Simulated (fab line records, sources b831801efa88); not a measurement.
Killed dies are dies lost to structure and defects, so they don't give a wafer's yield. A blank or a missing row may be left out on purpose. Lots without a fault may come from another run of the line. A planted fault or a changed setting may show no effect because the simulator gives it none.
Which tool did it? | flow gf180mcu | 14 lots, 42 wafers sampled, at 2 steps of a route of 602

WHAT THE GAUGES READ, wafer by wafer
GF_MIM_THK_MEAS_11: measures by xrf. Usual: MIM_ALCU_THK 203.7 nm, standard deviation 2.2.
lot  | measured     | on            | MIM_ALCU_THK (nm) | flag
L744 | day 24 20:58 | film_metro-02 | 206.0 202.7 204.4 |
L745 | day 25 05:40 | film_metro-04 | 203.7 206.0 205.8 |
L747 | day 26 06:41 | film_metro-02 | 205.7 204.7 204.9 |
L748 | day 26 07:30 | film_metro-02 | 207.1 203.1 205.1 |
L750 | day 27 16:23 | film_metro-04 | 202.5 203.2 204.1 |
L752 | day 28 10:01 | film_metro-02 | 204.6 207.5 205.6 |
L753 | day 28 11:07 | film_metro-02 | 203.7 201.5 204.3 |
L754 | day 28 17:17 | film_metro-01 | 202.7 201.2 203.4 |
L758 | day 29 12:58 | film_metro-02 | 201.1 207.9 205.1 |
L761 | day 30 04:58 | film_metro-02 | 205.3 204.7 205.5 |
L763 | day 30 18:59 | film_metro-04 | 201.5 201.8 203.6 |
L764 | day 31 01:37 | film_metro-01 | 205.8 206.5 202.4 |
L765 | day 31 10:32 | film_metro-02 | 200.6 204.6 201.9 |
L766 | day 31 11:54 | film_metro-01 | 204.9 205.1 202.8 |

GF_V5_THK_MEAS_01. Usual: V5_CVD_00_THK 300 nm, standard deviation 4.2.
lot  | measured     | on            | V5_CVD_00_THK (nm) | flag
L744 | day 26 16:40 | film_metro-03 | 304 302 303        |
L745 | day 27 00:50 | film_metro-01 | 307 303 304        |
L747 | day 27 23:47 | film_metro-04 | 303 303 302        |
L748 | day 28 00:04 | film_metro-03 | 297 301 295        |
L750 | day 29 09:05 | film_metro-01 | 302 306 308        |
L752 | day 30 01:54 | film_metro-01 | 301 299 302        |
L753 | day 30 02:01 | film_metro-03 | 296 297 292        |
L754 | day 30 08:09 | film_metro-01 | 303 305 306        |
L758 | day 31 02:38 | film_metro-01 | 299 300 294        |
L761 | day 31 18:36 | film_metro-01 | 294 294 295        |
L763 | day 32 07:30 | film_metro-01 | 304 299 303        |
L764 | day 32 13:25 | film_metro-01 | 297 303 297        |
L765 | day 32 22:08 | film_metro-03 | 305 301 301        |
L766 | day 32 22:59 | film_metro-03 | 304 308 300        |

WHICH TOOL RAN EACH LOT (tool, then ch and the chambers of the sampled wafers, then the start)
The record holds no process step before these readings.

WHAT THE TOOLS THEMSELVES READ (means of the sampled wafers that have a number; where no wafer has one, the mark that the record gives instead)
The record holds no such reading with a usual standard deviation.

THE ANSWER, worked out from the rows above alone
Rule: a lot is off if the mean of its wafers that have a number lies more than 3 standard deviations from the usual mean. A lot without any number at a reading at which 4 lots or more have one is off too. The other lots that the step has rows for count as sound. The gauges are gone through in route order, then the tools' own readings, and for those a lot's mean is taken as printed above. The first step at which some lot is off is used, and at that step the reading that is off furthest; a lot without a number counts as furthest.
No lot is off at any reading shown: from this, nothing can be told.

WHAT THE SIMULATOR HAD PUT IN
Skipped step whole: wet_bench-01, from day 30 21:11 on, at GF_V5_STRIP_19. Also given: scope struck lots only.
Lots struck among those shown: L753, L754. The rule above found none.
